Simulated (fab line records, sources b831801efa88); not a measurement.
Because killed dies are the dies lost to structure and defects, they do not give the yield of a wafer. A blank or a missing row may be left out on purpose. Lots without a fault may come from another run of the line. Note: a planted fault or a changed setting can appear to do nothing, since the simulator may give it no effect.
fab line records | flow sky130 | part 1 of 2: steps 1 to 26 of 39
[record] lots = 5 | wafers = 15 | lastDay = 50
route steps=708 shown FIELD_ISO@15 NWELL@32 DNWELL@35 PWDE@45
lots untouched by any fault: they come from a run of this same line in which no faults occurred
startH: start of the lot's first displayed wafer, in hours after the record's first day | waitH: hours since the lot's step before | " the same as in the row above | L1.1+2: a single row standing in for several wafers | - no value present, or no start provided | * or withheld: withheld | < > ~ a bound
route shown NAME@n: names a module that has steps shown in the file, with the first one's number in the route | usual: average and standard deviation across the fault-free wafers | same: alike in all rows | chamber/n: place in a boat | sites: each site's reading | _std_site: the values' standard deviation | _edge_site: outer sites' mean less inner sites' | radiusMm: for every site, how far away it sits from the centre of the wafer | mask NAME#n: copy n | behind: tool/chamber where the wafer was last shaped | hold: what put the lot on hold/how long, in hours/how the hold closed | device: which transistor (n, p or np) failed to switch | end of line: the same wafers' tests at the end of the route | where a step has no rows: the recipe by itself | killed: at the first sort, the dies lost to defects and structure; wafer yield is something else | map: a wafer's dies, marking killed ones x, the rest . and places with no die _
set.NAME: the setting the step ran with; set.NAME@STEP: the setting that earlier step ran with | model.NAME: the simulator's own value behind a step, which no gauge read
lots at selected steps of the route; one table per step, one row per wafer
services: when a tool's chamber went out of use (startH, in hours from the record's first day, below 0 if earlier), for how many hours, and the reason
[[steps]]
[step SKY_FIELD_ISO_ETCH_14]
[recipe] chemistry = N2/H2 | target = BARC | ionEnergyEv = 200 | sourceW = 500 | biasW = 100 | pressureMtorr = 30 | n2FlowSccm = 100 | h2FlowSccm = 200 | stopOn = SiO2 | timeS = 45.9 | targetDepthA = 600
[usual] drypumpMotorCurrentA = 5.9/0.43 | oesProductAu = 0.854/0.0047 | throttleValvePct = 13.224/0.0082
lot.wafer | tool       | chamber | startH | waitH | drypumpMotorCurrentA | oesProductAu | rfHoursCounterH | throttleValvePct
L079.3    | rieDiel-02 | 3       | 55.67  | 0.1   | 6.0                  | 0.845        | 63              | 13.221
L079.5    | "          | 2       | "      | "     | 5.6                  | 0.846        | -               | 13.231
L079.6    | "          | 1       | "      | "     | 5.7                  | 0.867        | -               | 13.229
L083.1    | rieDiel-01 | 0       | 79.42  | 0.1   | 5.5                  | 0.851        | 86              | 13.226
L083.2    | "          | 1       | "      | "     | 6.0                  | 0.853        | 59              | 13.218
L083.5    | "          | 2       | "      | "     | 6.2                  | 0.856        | -               | 13.223
L084.2    | rieDiel-02 | 3       | 82.20  | 0.1   | 6.0                  | 0.850        | 64              | 13.221
L084.4    | "          | 3       | "      | "     | 6.0                  | 0.863        | -               | 13.244
L084.6    | "          | 2       | "      | "     | 5.6                  | 0.855        | -               | 13.230
L091.1    | rieDiel-04 | 2       | 118.17 | 0.1   | 6.4                  | 0.847        | 168             | 13.236
L091.2    | "          | 1       | "      | "     | 5.9                  | 0.860        | 141             | 13.227
L091.6    | "          | 2       | "      | "     | 6.4                  | 0.858        | -               | 13.227
L095.1    | rieDiel-02 | 3       | 140.48 | 0.1   | 6.0                  | 0.852        | 65              | 13.230
L095.3    | "          | 1       | "      | "     | 5.7                  | 0.854        | 1               | 13.214
L095.5    | "          | 2       | "      | "     | 5.6                  | 0.851        | -               | 13.222
[step SKY_FIELD_ISO_ETCH_15]
[recipe] chemistry = CHF3/O2 | targetDepthNm = 180 | stopOn = Si | sourceW = 600 | biasW = 200 | pressureMtorr = 40 | chf3FlowSccm = 50 | O2_flow_sccm = 5 | timeS = 72
[usual] drypumpMotorCurrentA = 5.9/0.42 | oesProductAu = 0.947/0.0069 | throttleValvePct = 8.845/0.0095
lot.wafer | tool       | chamber | startH | waitH | drypumpMotorCurrentA | oesProductAu | rfHoursCounterH | throttleValvePct
L079.3    | rieDiel-02 | 3       | 55.72  | 0.0   | 6.0                  | 0.938        | 63              | 8.836
L079.5    | "          | 2       | "      | "     | 5.5                  | 0.954        | -               | 8.848
L079.6    | "          | 1       | "      | "     | 5.7                  | 0.950        | -               | 8.845
L083.1    | rieDiel-01 | 0       | 79.47  | 0.0   | 5.5                  | 0.939        | 86              | 8.833
L083.2    | "          | 1       | "      | "     | 6.0                  | 0.942        | 59              | 8.832
L083.5    | "          | 2       | "      | "     | 6.2                  | 0.950        | -               | 8.845
L084.2    | rieDiel-02 | 3       | 82.24  | 0.0   | 6.1                  | 0.938        | 64              | 8.839
L084.4    | "          | 3       | "      | "     | 6.0                  | 0.958        | -               | 8.856
L084.6    | "          | 2       | "      | "     | 5.5                  | 0.946        | -               | 8.853
L091.1    | rieDiel-04 | 2       | 118.24 | 0.0   | 6.4                  | 0.947        | 168             | 8.844
L091.2    | "          | 1       | "      | "     | 5.9                  | 0.935        | 141             | 8.847
L091.6    | "          | 2       | "      | "     | 6.4                  | 0.945        | -               | 8.821
L095.1    | rieDiel-02 | 3       | 140.53 | 0.0   | 6.0                  | 0.955        | 65              | 8.840
L095.3    | "          | 1       | "      | "     | 5.7                  | 0.957        | 1               | 8.832
L095.5    | "          | 2       | "      | "     | 5.6                  | 0.953        | -               | 8.828
[step SKY_FIELD_ISO_STRIP_16]
[recipe] chemistry = O2/N2 | powerW = 1400 | pressureMtorr = 1500 | platenTempC = withheld | o2FlowSccm = 3000 | n2FlowSccm = 300 | overashFraction = 0.5
[usual] drypumpMotorCurrentA = 5.68/0.3 | oesProductAu = 0.378/0.0046 | stripTimeToEndpointS = 3.54/0.048
lot.wafer | tool           | chamber | startH | waitH | drypumpMotorCurrentA | oesProductAu | rfHoursCounterH | stripTimeToEndpointS
L079.3    | plasmaAsher-01 | 0       | 55.81  | 0.1   | 5.77                 | 0.380        | -               | 3.56
L079.5    | "              | 0       | "      | "     | 5.75                 | 0.375        | -               | 3.58
L079.6    | "              | 1       | "      | "     | 5.29                 | 0.381        | -               | 3.53
L083.1    | plasmaAsher-04 | 0       | 79.52  | 0.0   | 5.55                 | 0.381        | 39              | 3.56
L083.2    | "              | 1       | "      | "     | 5.95                 | 0.376        | 39              | 3.49
L083.5    | "              | 0       | "      | "     | 5.54                 | 0.383        | -               | 3.56
L084.2    | plasmaAsher-02 | 0       | 82.30  | 0.0   | 6.12                 | 0.381        | 26              | 3.56
L084.4    | "              | 1       | "      | "     | 5.44                 | 0.384        | -               | 3.58
L084.6    | "              | 0       | "      | "     | 6.13                 | 0.384        | -               | 3.62
L091.1    | plasmaAsher-02 | 1       | 118.32 | 0.1   | 5.45                 | 0.377        | 30              | 3.47
L091.2    | "              | 0       | "      | "     | 6.13                 | 0.374        | 30              | 3.51
L091.6    | "              | 1       | "      | "     | 5.47                 | 0.381        | -               | 3.50
L095.1    | plasmaAsher-04 | 1       | 140.58 | 0.0   | 5.98                 | 0.381        | 45              | 3.59
L095.3    | "              | 0       | "      | "     | 5.53                 | 0.371        | -               | 3.57
L095.5    | "              | 1       | "      | "     | 5.97                 | 0.388        | -               | 3.65
[step SKY_FIELD_ISO_ETCH_17]
[recipe] targetDepthA = 3420 | maskMaterial = Si3N4 | chemistry = HBr/Cl2/O2 | target = Si | taperDeg = 5 | icpW = 600 | biasW = 150 | pressureMtorr = 15 | HBr_flow_sccm = 150 | Cl2_flow_sccm = 40 | O2_flow_sccm = 6 | timeS = 97.7
[usual] drypumpMotorCurrentA = 6.2/0.49 | heBacksideLeakSccm = 2.8/0.31 | oesProductAu = 1.009/0.012 | throttleValvePct = 25.649/0.011
lot.wafer | tool     | chamber | startH | waitH | drypumpMotorCurrentA | heBacksideLeakSccm | oesProductAu | rfHoursCounterH | throttleValvePct
L079.3    | rieSi-02 | 3       | 55.87  | 0.0   | 6.8                  | 2.8                | 1.028        | 1               | 25.640
L079.5    | "        | 2       | "      | "     | 5.9                  | 2.5                | 0.992        | -               | 25.655
L079.6    | "        | 3       | "      | "     | 6.7                  | 2.8                | 1.003        | -               | 25.629
L083.1    | rieSi-01 | 1       | 79.62  | 0.1   | 6.6                  | 3.0                | 1.009        | 43              | 25.650
L083.2    | "        | 3       | "      | "     | 5.9                  | 2.8                | 1.025        | 63              | 25.645
L083.5    | "        | 2       | "      | "     | 5.3                  | 2.8                | 1.005        | -               | 25.645
L084.2    | rieSi-02 | 0       | 82.40  | 0.1   | 6.4                  | 2.6                | 1.011        | 1               | 25.647
L084.4    | "        | 2       | "      | "     | 5.9                  | 2.4                | 1.002        | 45              | 25.647
L084.6    | "        | 3       | "      | "     | 6.7                  | 2.8                | 1.013        | -               | 25.668
L091.1    | rieSi-01 | 3       | 118.42 | 0.1   | 5.9                  | 2.8                | 1.030        | 64              | 25.641
L091.2    | "        | 0       | "      | "     | 6.5                  | 2.7                | 1.004        | 2               | 25.656
L091.6    | "        | 2       | "      | "     | 5.2                  | 3.0                | 1.008        | -               | 25.660
L095.1    | rieSi-02 | 3       | 140.68 | 0.1   | 6.8                  | 2.7                | 0.999        | 2               | 25.654
L095.3    | "        | 0       | "      | "     | 6.4                  | 2.4                | 1.012        | 2               | 25.656
L095.5    | "        | 0       | "      | "     | 6.4                  | 2.5                | 1.029        | -               | 25.640
[step SKY_FIELD_ISO_WET_ETCH_18]
[recipe] chemistry = H3PO4 | targetDepthNm = 25 | tempC = 160 | target = Si3N4 | timeS = 286
lot.wafer  | tool        | chamber | startH | waitH
L079.3+5+6 | wetBench-04 | 0       | 55.94  | 0.0
L083.1+2+5 | wetBench-04 | 1       | 79.69  | 0.0
L084.2+4+6 | wetBench-01 | 0       | 82.47  | 0.0
L091.1+2+6 | wetBench-01 | 1       | 118.49 | 0.0
L095.1+3+5 | wetBench-03 | 0       | 140.75 | 0.0
[step SKY_FIELD_ISO_CLEAN_19]
[recipe] chemistry = SC1/SC2 | mix = 1:4:20 | tempC = 70 | timeS = 150
lot.wafer  | tool        | chamber | startH | waitH
L079.3+5+6 | wetBench-01 | 0       | 56.03  | 0.0
L083.1+2+5 | wetBench-03 | 0       | 79.78  | 0.0
L084.2+4+6 | wetBench-03 | 1       | 82.56  | 0.0
L091.1+2+6 | wetBench-03 | 1       | 118.58 | 0.0
L095.1+3+5 | wetBench-04 | 3       | 140.84 | 0.0
[step SKY_FIELD_ISO_CLEAN_20]
[recipe] chemistry = dHF | timeS = 20 | dilution = 100:1
lot.wafer  | tool        | chamber | startH | waitH
L079.3+5+6 | wetBench-03 | 2       | 56.08  | 0.0
L083.1+2+5 | wetBench-04 | 3       | 79.84  | 0.0
L084.2+4+6 | wetBench-04 | 3       | 82.61  | 0.0
L091.1+2+6 | wetBench-04 | 1       | 118.63 | 0.0
L095.1+3+5 | wetBench-03 | 3       | 140.89 | 0.0
[step SKY_FIELD_ISO_WET_ETCH_21]
[recipe] chemistry = dHF | dilution = 100:1 | targetDepthNm = 20 | dry = ipaMarangoni | target = SiO2 | tempC = 25 | timeS = 400
lot.wafer  | tool        | chamber | startH | waitH
L079.3+5+6 | wetBench-04 | 3       | 56.10  | 0.0
L083.1+2+5 | wetBench-03 | 2       | 79.85  | 0.0
L084.2+4+6 | wetBench-01 | 0       | 82.63  | 0.0
L091.1+2+6 | wetBench-01 | 0       | 118.64 | 0.0
L095.1+3+5 | wetBench-04 | 1       | 140.91 | 0.0
[step SKY_FIELD_ISO_OXIDATION_22]
[recipe] tempC = 950 | ambient = O2 | stabiliseS = 600 | purgeS = 300 | targetThkA = 100 | oxTimeS = 623
[usual] oxTempC = 950.0/0.4 | spikeTcBottomC = 967/3.3 | zonePowerCentrePct = 21.5/0.72 | zonePowerLowerPct = 19.5/0.42
lot.wafer | tool       | chamber | startH | waitH | oxTempC | spikeTcBottomC | zonePowerCentrePct | zonePowerLowerPct
L079.3    | furnace-01 | 0       | 57.35  | 1.1   | 949.9   | 971            | 22.7               | 18.9
L079.5    | "          | 0       | "      | "     | 949.9   | 970            | 23.1               | 19.0
L079.6    | "          | 0       | "      | "     | 950.3   | 972            | 23.0               | 18.7
L083.1    | furnace-02 | 0       | 80.69  | 0.7   | 950.3   | 965            | 21.1               | 19.3
L083.2    | "          | 0       | "      | "     | 950.2   | 965            | 21.0               | 19.7
L083.5    | "          | 0       | "      | "     | 950.2   | 966            | 21.2               | 19.9
L084.2    | furnace-02 | 0       | 83.27  | 0.5   | 949.2   | 965            | 21.1               | 20.2
L084.4    | "          | 0       | "      | "     | 949.8   | 964            | 21.1               | 19.6
L084.6    | "          | 0       | "      | "     | 949.1   | 965            | 20.6               | 20.1
L091.1    | furnace-02 | 0       | 123.44 | 4.7   | 949.4   | 966            | 21.1               | 20.0
L091.2    | "          | 0       | "      | "     | 949.7   | 966            | 21.4               | 19.9
L091.6    | "          | 0       | "      | "     | 949.1   | 965            | 21.1               | 19.8
L095.1    | furnace-02 | 0       | 147.04 | 6.0   | 949.9   | 964            | 20.8               | 19.8
L095.3    | "          | 0       | "      | "     | 949.5   | 965            | 21.3               | 19.4
L095.5    | "          | 0       | "      | "     | 949.5   | 966            | 21.2               | 19.8
[step SKY_FIELD_ISO_THK_MEAS_23]
[recipe] reads = SiO2_of_FIELD_ISO_OXIDATION_22
[usual] FIELD_ISO_OXIDATION_01_THK = 10.03/0.19
lot.wafer | tool         | chamber | startH | waitH | FIELD_ISO_OXIDATION_01_THK[nm]
L079.3    | filmMetro-03 | -       | 58.54  | 0.0   | 9.80
L079.5    | "            | -       | "      | "     | 9.89
L079.6    | "            | -       | "      | "     | 10.06
L083.1    | filmMetro-03 | -       | 81.86  | 0.0   | 10.08
L083.2    | "            | -       | "      | "     | 10.07
L083.5    | "            | -       | "      | "     | 10.02
L084.2    | filmMetro-02 | -       | 84.45  | 0.0   | 10.14
L084.4    | "            | -       | "      | "     | 9.72
L084.6    | "            | -       | "      | "     | 9.97
L091.1    | filmMetro-02 | -       | 124.62 | 0.0   | 9.99
L091.2    | "            | -       | "      | "     | 10.13
L091.6    | "            | -       | "      | "     | 9.86
L095.1    | filmMetro-04 | -       | 148.21 | 0.0   | 9.90
L095.3    | "            | -       | "      | "     | 10.09
L095.5    | "            | -       | "      | "     | 9.96
[step SKY_FIELD_ISO_CVD_24]
[recipe] material = SiO2 | targetThkNm = 595 | tempC = 650 | sigmaOpenFrac = 0.3 | timeS = 99.2 | sih4FlowSccm = 60 | pressureMtorr = 6
[usual] pressureMtorr = 5.999/0.013
lot.wafer | tool      | chamber | startH | waitH | pressureMtorr
L079.3    | hdpcvd-02 | 1       | 58.58  | 0.0   | 5.994
L079.5    | "         | 0       | "      | "     | 6.008
L079.6    | "         | 2       | "      | "     | 6.013
L083.1    | hdpcvd-02 | 1       | 81.92  | 0.1   | 5.997
L083.2    | "         | 0       | "      | "     | 6.008
L083.5    | "         | 2       | "      | "     | 5.992
L084.2    | hdpcvd-01 | 0       | 84.50  | 0.0   | 5.971
L084.4    | "         | 2       | "      | "     | 5.989
L084.6    | "         | 1       | "      | "     | 6.001
L091.1    | hdpcvd-02 | 1       | 124.68 | 0.1   | 6.013
L091.2    | "         | 0       | "      | "     | 5.990
L091.6    | "         | 0       | "      | "     | 5.990
L095.1    | hdpcvd-02 | 0       | 148.27 | 0.1   | 6.004
L095.3    | "         | 2       | "      | "     | 5.995
L095.5    | "         | 1       | "      | "     | 5.974
[step SKY_FIELD_ISO_THK_MEAS_25]
[recipe] reads = SiO2_of_FIELD_ISO_CVD_24
[usual] FIELD_ISO_CVD_24_THK = 592/9.7
lot.wafer | tool         | chamber | startH | waitH | FIELD_ISO_CVD_24_THK[nm]
L079.3    | filmMetro-04 | -       | 58.68  | 0.1   | 606
L079.5    | "            | -       | "      | "     | 587
L079.6    | "            | -       | "      | "     | 606
L083.1    | filmMetro-04 | -       | 81.99  | 0.0   | 606
L083.2    | "            | -       | "      | "     | 599
L083.5    | "            | -       | "      | "     | 606
L084.2    | filmMetro-03 | -       | 84.58  | 0.0   | 586
L084.4    | "            | -       | "      | "     | 587
L084.6    | "            | -       | "      | "     | 590
L091.1    | filmMetro-03 | -       | 124.75 | 0.0   | 613
L091.2    | "            | -       | "      | "     | 599
L091.6    | "            | -       | "      | "     | 588
L095.1    | filmMetro-02 | -       | 148.34 | 0.0   | 585
L095.3    | "            | -       | "      | "     | 592
L095.5    | "            | -       | "      | "     | 601
[step SKY_FIELD_ISO_ANNEAL_26]
[recipe] tempC = 1000 | timeS = 1800 | ambient = N2
[usual] spikeTcBottomC = 1017/3.1 | zonePowerCentrePct = 24.0/0.79 | zonePowerLowerPct = 21.8/0.46
lot.wafer | tool       | chamber | startH | waitH | spikeTcBottomC | zonePowerCentrePct | zonePowerLowerPct
L079.3    | furnace-02 | 0       | 59.21  | 0.5   | 1016           | 23.5               | 22.0
L079.5    | "          | 0       | "      | "     | 1014           | 23.9               | 22.1
L079.6    | "          | 0       | "      | "     | 1015           | 23.4               | 22.4
L083.1    | furnace-01 | 0       | 83.23  | 1.2   | 1024           | 25.3               | 21.2
L083.2    | "          | 0       | "      | "     | 1022           | 25.6               | 20.8
L083.5    | "          | 0       | "      | "     | 1023           | 25.1               | 21.2
L084.2    | furnace-02 | 0       | 85.69  | 1.1   | 1016           | 23.8               | 22.0
L084.4    | "          | 0       | "      | "     | 1017           | 23.5               | 21.9
L084.6    | "          | 0       | "      | "     | 1016           | 23.6               | 22.0
L091.1    | furnace-02 | 0       | 130.08 | 5.3   | 1015           | 23.0               | 22.1
L091.2    | "          | 0       | "      | "     | 1017           | 23.5               | 22.1
L091.6    | "          | 0       | "      | "     | 1017           | 23.6               | 22.2
L095.1    | furnace-02 | 0       | 159.33 | 11.0  | 1016           | 23.4               | 22.3
L095.3    | "          | 0       | "      | "     | 1016           | 23.6               | 21.7
L095.5    | "          | 0       | "      | "     | 1017           | 23.7               | 22.1
[step SKY_FIELD_ISO_CMP_27]
[recipe] stopOn = Si3N4 | tOverpolishS = 16 | downForcePsi = 4 | platenRpm = 60 | targetThkNm = 457.8 | padVelocityMS = 0.94248
[usual] motorCurrentA = 12.1/1.6 | overpolishRunS = 16.001/0.0085 | platenRpm = 60.00/0.04 | timeToEndpointS = 110/5.3
lot.wafer | tool   | chamber | startH | waitH | motorCurrentA | overpolishRunS | platenRpm | timeToEndpointS
L079.3    | cmp-02 | 0       | 60.86  | 0.1   | 12.5          | 16.009         | 60.03     | 120
L079.5    | "      | 1       | "      | "     | 11.2          | 16.014         | 59.96     | 113
L079.6    | "      | 2       | "      | "     | 13.4          | 16.003         | 60.00     | 114
L083.1    | cmp-01 | 1       | 84.83  | 0.1   | 13.4          | 16.001         | 59.93     | 103
L083.2    | "      | 2       | "      | "     | 11.3          | 16.016         | 59.93     | 109
L083.5    | "      | 0       | "      | "     | 15.0          | 15.998         | 59.99     | 118
L084.4    | cmp-01 | 2       | 87.24  | 0.1   | 11.5          | 15.999         | 59.96     | 109
L084.2    | "      | 0       | "      | "     | 14.9          | 16.000         | 59.98     | 116
L084.6    | "      | 2       | "      | "     | 11.1          | 16.010         | 59.98     | 106
L091.1    | cmp-02 | 3       | 131.58 | 0.0   | 10.2          | 16.008         | 60.01     | 105
L091.2    | "      | 0       | "      | "     | 12.5          | 16.004         | 59.93     | 113
L091.6    | "      | 3       | "      | "     | 9.5           | 16.011         | 59.93     | 98
L095.1    | cmp-02 | 3       | 160.88 | 0.1   | 10.6          | 15.999         | 59.98     | 105
L095.3    | "      | 1       | "      | "     | 11.6          | 16.004         | 60.00     | 114
L095.5    | "      | 2       | "      | "     | 12.8          | 16.004         | 60.01     | 110
[step SKY_FIELD_ISO_WET_ETCH_28]
[recipe] chemistry = dHF | targetDepthNm = 23.7 | target = SiO2 | dilution = 10:1 | tempC = 25 | timeS = 47
lot.wafer  | tool        | chamber | startH | waitH
L079.3+5+6 | wetBench-01 | 3       | 61.01  | 0.1
L083.1+2+5 | wetBench-04 | 1       | 85.03  | 0.1
L084.2+4+6 | wetBench-04 | 2       | 87.49  | 0.1
L091.1+2+6 | wetBench-03 | 1       | 131.88 | 0.2
L095.1+3+5 | wetBench-01 | 0       | 161.13 | 0.2
[step SKY_FIELD_ISO_WET_ETCH_29]
[recipe] chemistry = H3PO4 | targetDepthNm = 160 | target = Si3N4 | tempC = 160 | timeS = 1825
lot.wafer  | tool        | chamber | startH | waitH
L079.3+5+6 | wetBench-04 | 0       | 61.03  | 0.0
L083.1+2+5 | wetBench-01 | 2       | 85.05  | 0.0
L084.2+4+6 | wetBench-01 | 0       | 87.51  | 0.0
L091.1+2+6 | wetBench-04 | 3       | 131.91 | 0.0
L095.1+3+5 | wetBench-04 | 3       | 161.15 | 0.0
[step SKY_FIELD_ISO_WET_ETCH_30]
[recipe] chemistry = dHF | targetDepthNm = 25 | target = SiO2 | dilution = 10:1 | tempC = 25 | timeS = 50
lot.wafer  | tool        | chamber | startH | waitH
L079.3+5+6 | wetBench-03 | 1       | 61.54  | 0.0
L083.1+2+5 | wetBench-04 | 2       | 85.61  | 0.0
L084.2+4+6 | wetBench-03 | 1       | 88.03  | 0.0
L091.1+2+6 | wetBench-01 | 3       | 132.42 | 0.0
L095.1+3+5 | wetBench-04 | 1       | 161.67 | 0.0
[step SKY_NWELL_CLEAN_00]
[recipe] chemistry = SC1/SC2 | mix = 1:4:20 | tempC = 70 | timeS = 150 | dry = n2Spin
lot.wafer  | tool        | chamber | startH | waitH
L079.3+5+6 | wetBench-01 | 1       | 61.57  | 0.0
L083.1+2+5 | wetBench-01 | 1       | 85.63  | 0.0
L084.2+4+6 | wetBench-04 | 0       | 88.05  | 0.0
L091.1+2+6 | wetBench-04 | 3       | 132.44 | 0.0
L095.1+3+5 | wetBench-04 | 3       | 161.71 | 0.0
[step SKY_NWELL_OXIDATION_01]
[recipe] tempC = 900 | ambient = O2 | stabiliseS = 600 | purgeS = 300 | targetThkA = 100 | oxTimeS = 1418
[usual] oxTempC = 900.0/0.37 | spikeTcBottomC = 917/3.2 | zonePowerCentrePct = 19.0/0.57 | zonePowerLowerPct = 17.2/0.35
lot.wafer | tool       | chamber | startH | waitH | oxTempC | spikeTcBottomC | zonePowerCentrePct | zonePowerLowerPct
L079.3    | furnace-02 | 0       | 62.12  | 0.5   | 901.1   | 916            | 18.9               | 17.4
L079.5    | "          | 0       | "      | "     | 900.5   | 915            | 18.7               | 17.3
L079.6    | "          | 0       | "      | "     | 900.8   | 915            | 18.6               | 17.2
L083.1    | furnace-02 | 0       | 87.19  | 1.5   | 900.4   | 918            | 18.5               | 17.6
L083.2    | "          | 0       | "      | "     | 900.9   | 914            | 18.6               | 17.3
L083.5    | "          | 0       | "      | "     | 900.9   | 915            | 18.4               | 17.4
L084.2    | furnace-01 | 0       | 88.10  | 0.0   | 899.5   | 923            | 20.2               | 16.7
L084.4    | "          | 0       | "      | "     | 900.5   | 923            | 19.7               | 16.7
L084.6    | "          | 0       | "      | "     | 900.1   | 923            | 19.9               | 16.4
L091.1    | furnace-02 | 0       | 137.35 | 4.9   | 900.8   | 915            | 18.7               | 17.5
L091.2    | "          | 0       | "      | "     | 900.3   | 917            | 18.7               | 17.4
L091.6    | "          | 0       | "      | "     | 900.4   | 913            | 18.6               | 17.6
L095.1    | furnace-02 | 0       | 166.72 | 5.0   | 899.4   | 915            | 18.8               | 17.4
L095.3    | "          | 0       | "      | "     | 900.0   | 915            | 18.4               | 17.5
L095.5    | "          | 0       | "      | "     | 899.4   | 916            | 18.8               | 17.0
[step SKY_NWELL_THK_MEAS_02]
[recipe] reads = SiO2_of_NWELL_OXIDATION_01
[usual] NWELL_OXIDATION_THK = 10.01/0.18
lot.wafer | tool         | chamber | startH | waitH | NWELL_OXIDATION_THK[nm]
L079.3    | filmMetro-04 | -       | 63.53  | 0.0   | 10.06
L079.5    | "            | -       | "      | "     | 9.88
L079.6    | "            | -       | "      | "     | 10.05
L083.1    | filmMetro-04 | -       | 88.58  | 0.0   | 10.02
L083.2    | "            | -       | "      | "     | 9.91
L083.5    | "            | -       | "      | "     | 9.82
L084.2    | filmMetro-03 | -       | 89.51  | 0.0   | 10.38
L084.4    | "            | -       | "      | "     | 10.28
L084.6    | "            | -       | "      | "     | 10.26
L091.1    | filmMetro-03 | -       | 138.75 | 0.0   | 9.73
L091.2    | "            | -       | "      | "     | 9.87
L091.6    | "            | -       | "      | "     | 9.84
L095.1    | filmMetro-03 | -       | 168.11 | 0.0   | 9.78
L095.3    | "            | -       | "      | "     | 9.99
L095.5    | "            | -       | "      | "     | 9.96
[step SKY_DNWELL_DEHYDRATE_00]
[recipe] tempC = 200 | timeS = 60
lot.wafer  | tool          | chamber | startH | waitH
L079.3+5+6 | lithoTrack-01 | 0       | 71.31  | 7.8
L083.1+2+5 | lithoTrack-04 | 0       | 96.81  | 8.2
L084.2+4+6 | lithoTrack-01 | 0       | 97.68  | 8.2
L091.1+2+6 | lithoTrack-02 | 0       | 147.30 | 8.5
L095.1+3+5 | lithoTrack-04 | 0       | 177.51 | 9.4
[step SKY_DNWELL_HMDS_01]
[recipe] primeTimeS = 60 | primeTempC = 120
lot.wafer  | tool          | chamber | startH | waitH
L079.3+5+6 | lithoTrack-01 | 0       | 71.46  | 0.1
L083.1+2+5 | lithoTrack-04 | 0       | 96.96  | 0.1
L084.2+4+6 | lithoTrack-01 | 0       | 97.83  | 0.1
L091.1+2+6 | lithoTrack-02 | 0       | 147.45 | 0.1
L095.1+3+5 | lithoTrack-04 | 0       | 177.66 | 0.1
[step SKY_DNWELL_COAT_02]
[recipe] spinRpm = 2000 | resistThkNm = 3000
[usual] dispensePressureKPa = 50.1/2.1
lot.wafer | tool          | chamber | startH | waitH | dispensePressureKPa
L079.3    | lithoTrack-01 | 0       | 71.61  | 0.1   | 50.5
L079.5    | "             | 0       | "      | "     | 50.5
L079.6    | "             | 0       | "      | "     | 50.5
L083.1    | lithoTrack-04 | 0       | 97.11  | 0.1   | 45.7
L083.2    | "             | 0       | "      | "     | 45.7
L083.5    | "             | 0       | "      | "     | 45.7
L084.2    | lithoTrack-01 | 0       | 97.98  | 0.1   | 50.4
L084.4    | "             | 0       | "      | "     | 50.5
L084.6    | "             | 0       | "      | "     | 50.5
L091.1    | lithoTrack-02 | 0       | 147.60 | 0.1   | 51.8
L091.2    | "             | 0       | "      | "     | 51.8
L091.6    | "             | 0       | "      | "     | 51.8
L095.1    | lithoTrack-04 | 0       | 177.81 | 0.1   | 45.7
L095.3    | "             | 0       | "      | "     | 45.7
L095.5    | "             | 0       | "      | "     | 45.7
[step SKY_DNWELL_SOFTBAKE_03]
[recipe] tempC = 110 | timeS = withheld
lot.wafer  | tool          | chamber | startH | waitH
L079.3+5+6 | lithoTrack-01 | 0       | 71.78  | 0.1
L083.1+2+5 | lithoTrack-04 | 0       | 97.26  | 0.1
L084.2+4+6 | lithoTrack-01 | 0       | 98.14  | 0.1
L091.1+2+6 | lithoTrack-02 | 0       | 147.75 | 0.1
L095.1+3+5 | lithoTrack-04 | 0       | 177.96 | 0.1
[step SKY_DNWELL_EXPOSE_04]
[recipe] maskId = DNM | na = 0.57 | targetCdNm = 3000 | doseMj = 222
[usual] reticleTempC = 23.00/0.1
lot.wafer | tool            | chamber | startH | waitH | mask  | reticleTempC
L079.3    | ilineStepper-02 | 0       | -      | -     | DNM#0 | 22.85
L079.5    | "               | 0       | "      | "     | DNM#0 | 22.96
L079.6    | "               | 0       | "      | "     | DNM#0 | 22.73
L083.1    | ilineStepper-01 | 0       | -      | -     | DNM#0 | 23.00
L083.2    | "               | 0       | "      | "     | DNM#0 | 22.94
L083.5    | "               | 0       | "      | "     | DNM#0 | 23.06
L084.2    | ilineStepper-01 | 0       | -      | -     | DNM#0 | 22.87
L084.4    | "               | 0       | "      | "     | DNM#0 | 22.96
L084.6    | "               | 0       | "      | "     | DNM#0 | 23.07
L091.1    | ilineStepper-01 | 0       | -      | -     | DNM#0 | 22.93
L091.2    | "               | 0       | "      | "     | DNM#0 | 22.92
L091.6    | "               | 0       | "      | "     | DNM#0 | 22.88
L095.1    | ilineStepper-02 | 0       | -      | -     | DNM#0 | 23.08
L095.3    | "               | 0       | "      | "     | DNM#0 | 23.19
L095.5    | "               | 0       | "      | "     | DNM#0 | 22.97
[step SKY_DNWELL_PEB_05]
[recipe] tempC = 115 | timeS = withheld
lot.wafer  | tool          | chamber | startH | waitH
L079.3+5+6 | lithoTrack-04 | 0       | -      | -
L083.1+2+5 | lithoTrack-04 | 0       | -      | -
L084.2+4+6 | lithoTrack-01 | 0       | -      | -
L091.1+2+6 | lithoTrack-02 | 0       | -      | -
L095.1+3+5 | lithoTrack-02 | 0       | -      | -
